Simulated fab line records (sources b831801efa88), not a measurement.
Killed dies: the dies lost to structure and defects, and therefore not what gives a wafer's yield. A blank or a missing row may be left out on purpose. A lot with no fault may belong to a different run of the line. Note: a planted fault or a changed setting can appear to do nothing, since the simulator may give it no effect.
The same fault as seen by 2 desks || flow gf180mcu || each desk has only its own numbers; what lay behind them comes last

FROM THE METROLOGY DESK
Lot by lot, what the gauges showed, no matter which tool ran the lot: averages of those sampled wafers that carry a number. The brackets show how far a lot's mean lies from the usual mean; more than 4 standard deviations puts the lot out of limits, marked OUT.
Columns: A = V4_CVD_00_THK at GF_V4_THK_MEAS_01, usual 600 nm; B = V4_CVD_02_THK at GF_V4_THK_MEAS_03, usual 846 nm
{"lot": "L511", "first seen here": "day 23 04:31", "A": 600, "B": 845}
{"lot": "L512", "first seen here": "day 23 09:40", "A": 596, "B": 846}
{"lot": "L515", "first seen here": "day 24 21:06", "A": 599, "B": 836}
{"lot": "L516", "first seen here": "day 25 16:07", "A": 596, "B": 854}
{"lot": "L517", "first seen here": "day 26 04:11", "A": 599, "B": 852}
{"lot": "L519", "first seen here": "day 26 13:53", "A": 607, "B": 861}
{"lot": "L518", "first seen here": "day 26 16:35", "A": "310 (-48) OUT", "B": 858}
{"lot": "L520", "first seen here": "day 27 05:34", "A": 598, "B": 853}
{"lot": "L522", "first seen here": "day 27 10:03", "A": "295 (-50) OUT", "B": 840}
{"lot": "L524", "first seen here": "day 27 22:48", "A": "299 (-49) OUT", "B": 848}
{"lot": "L532", "first seen here": "day 29 22:33", "A": 598, "B": 856}
{"lot": "L533", "first seen here": "day 30 05:09", "A": 591, "B": 852}
{"lot": "L534", "first seen here": "day 30 10:44", "A": 597, "B": 850}
This desk's finding: out of limits on L518, L522, L524; first on L518, day 26 16:35 (V4_CVD_00_THK at GF_V4_THK_MEAS_01). L511, L512, L515, L516, L517, L519, L520, L532, L533, L534: within limits.

AT THE TOOL OWNER'S DESK: hdpcvd-01
The tool's own readings at GF_V4_CVD_00 (deposits SiO2, target thk 600 nm, time 100 s): means of the sampled wafers that have a number, for each lot that ran on this tool. The brackets show how far a lot's mean lies from the usual mean; more than 4 standard deviations puts the lot out of limits, marked OUT.
Columns: A = sih4-flow-sccm at GF_V4_CVD_00, usual 60.03 sccm
{"lot": "L511", "first seen here": "day 23 04:26", "A": 59.97}
{"lot": "L516", "first seen here": "day 25 16:02", "A": 59.97}
{"lot": "L517", "first seen here": "day 26 04:07", "A": 59.94}
{"lot": "L519", "first seen here": "day 26 13:48", "A": 59.87}
{"lot": "L518", "first seen here": "day 26 16:31", "A": "29.94 (-99 or more) OUT"}
{"lot": "L522", "first seen here": "day 27 09:58", "A": "29.97 (-99 or more) OUT"}
{"lot": "L524", "first seen here": "day 27 22:44", "A": "29.91 (-99 or more) OUT"}
This desk's verdict: out of limits on L518, L522, L524, starting with L518 at day 26 16:31 (sih4-flow-sccm at GF_V4_CVD_00). L511, L516, L517, L519: within limits.

PUT TOGETHER
At day 26 16:31, on L518, L522, L524, the tool owner's desk was in a position to raise an alarm.
On L518, L522, L524, the metrology desk was in a position to raise an alarm at day 26 16:35.
GF_V4_CVD_00 was run on hdpcvd-01 by each of the lots named.

WHAT HAD BEEN PUT IN BY THE SIMULATOR
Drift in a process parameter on hdpcvd-01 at GF_V4_CVD_00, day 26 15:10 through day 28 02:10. From 60, the setting sih4-flow-sccm moved by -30. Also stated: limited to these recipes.
Lots struck among those shown: L518, L522, L524.
Delay (hours) between the fault's onset and each desk's first out-of-limits reading: 1 at the tool owner's desk, 1 at the metrology desk.
